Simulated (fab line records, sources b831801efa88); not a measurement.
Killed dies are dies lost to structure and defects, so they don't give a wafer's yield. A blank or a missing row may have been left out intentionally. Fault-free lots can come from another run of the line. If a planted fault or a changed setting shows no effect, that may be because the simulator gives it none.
Problem report in the 8D (eight disciplines) form, filled by code + flow sky130 + the parts of the form that need people (team, actions taken, sign-off) are left out

## 1. THE PROBLEM
Wafers free of any fault read 75.1 nm (standard deviation 0.98) for CONTACT_CVD_00_THK at SKY_CONTACT_THK_MEAS_01, against a mean of 103.3 nm on 2 wafers of 2 lots. Relative to the usual mean, that is a shift of +29 standard deviations.
First seen on wafer L490.2, day 35 09:11, on filmMetro-02. Wafers with a number at this step in the record: 31, from 11 lots. By rule, "out" or "out of limits" means more than 4 standard deviations away from the usual mean. All remaining wafers that have a number are taken as sound.

## 2. WHAT IT IS AND WHAT IT IS NOT
| question                    | is                         | is not                                                                                       |
|-----------------------------|----------------------------|----------------------------------------------------------------------------------------------|
| which readings at this step | CONTACT_CVD_00_THK         | -                                                                                            |
| which lots                  | L490, L492                 | L477, L478, L479, L481, L482, L494, L496, L497, L498                                         |
| which wafers of those lots  | L490.2, L492.2             | L490.5, L492.5                                                                               |
| read on which gauges        | filmMetro-02, filmMetro-03 | filmMetro-01                                                                                 |
| when                        | from day 35 09:11          | up to then (16 sound wafers); but 13 sound wafers of L492, L494, L496, L497, L498 came after |

## 3. WHAT RULES OUT EACH SUSPECT
Counting: if a tool at a process step up to the reading ran every lot that is out, it stays a suspect. Sound lots after the first of them don't rule it out here, since some wafers of a struck lot are sound.
- the gauge at SKY_CONTACT_THK_MEAS_01 is ruled out. Those wafers that are out were read across 2 gauges (filmMetro-02, filmMetro-03).
- pecvd-04 at SKY_CONTACT_CVD_00 (deposits Si3N4, target thk 75 nm): kept. It processed each lot that is out (first: L490, day 35 09:09); up to then, its last sound lot is L481 (day 32 05:05).
Left after counting: pecvd-04 at SKY_CONTACT_CVD_00.

## 4. THE CAUSE (what the simulator had put in)
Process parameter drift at SKY_CONTACT_CVD_00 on pecvd-04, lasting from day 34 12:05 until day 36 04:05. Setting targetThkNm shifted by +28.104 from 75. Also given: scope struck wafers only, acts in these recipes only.
Counting left only this tool.

## 5. THE EFFECT CHAIN, in route order
Rows list readings where the struck wafers' mean (over those with a number) sits beyond 3 standard deviations from the usual. Readings are gone through only where the record gives a usual standard deviation; hours: the median, over the lots, of the time from a lot's start at the first step in this table giving one to that lot's start at this step; sigmas: the change measured in usual standard deviations.
| hours | step                    | reading            | usual      | on struck wafers | change | sigmas |
|-------|-------------------------|--------------------|------------|------------------|--------|--------|
| 0     | SKY_CONTACT_THK_MEAS_01 | CONTACT_CVD_00_THK | 75.1 nm    | 103.3            | +28.2  | +29    |
| -     | SKY_CONTACT_ETCH_18     | oesProductAu       | 0.855 a.u. | 0.997            | +0.142 | +19    |
| -     | SKY_CONTACT_ETCH_18     | throttleValvePct   | 8.794 %    | 8.824            | +0.030 | +3.1   |
| 334   | SKY_PAD_OPEN_PROBE_99   | killedAtContacts   | 24         | 422              | +398   | +83    |
| 334   | SKY_PAD_OPEN_PROBE_99   | killedDies         | 87         | 492              | +405   | +43    |
| 334   | SKY_PAD_OPEN_PROBE_99   | killedOnRim        | 17         | 96               | +79    | +20    |
The process steps in it:
- SKY_CONTACT_ETCH_18: etches Si3N4 in CHF3/O2, stops on TiN, time 39 s, target depth 75 nm.
- SKY_PAD_OPEN_PROBE_99

## 6. WHAT WOULD HAVE CAUGHT IT SOONER
In this record the first reading out of limits at a measuring or inspecting step was taken at day 35 09:11, 21 hours after the fault began at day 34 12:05.
An alarm limit of 4 standard deviations would not have fired on the tool readings at SKY_CONTACT_CVD_00 for which the record gives a usual standard deviation, since none of them was out on any struck wafer.
L492, from the lots that are out (2), started SKY_CONTACT_CVD_00 on pecvd-04 later than day 35 09:11. Holding the tool at that time would have saved it.
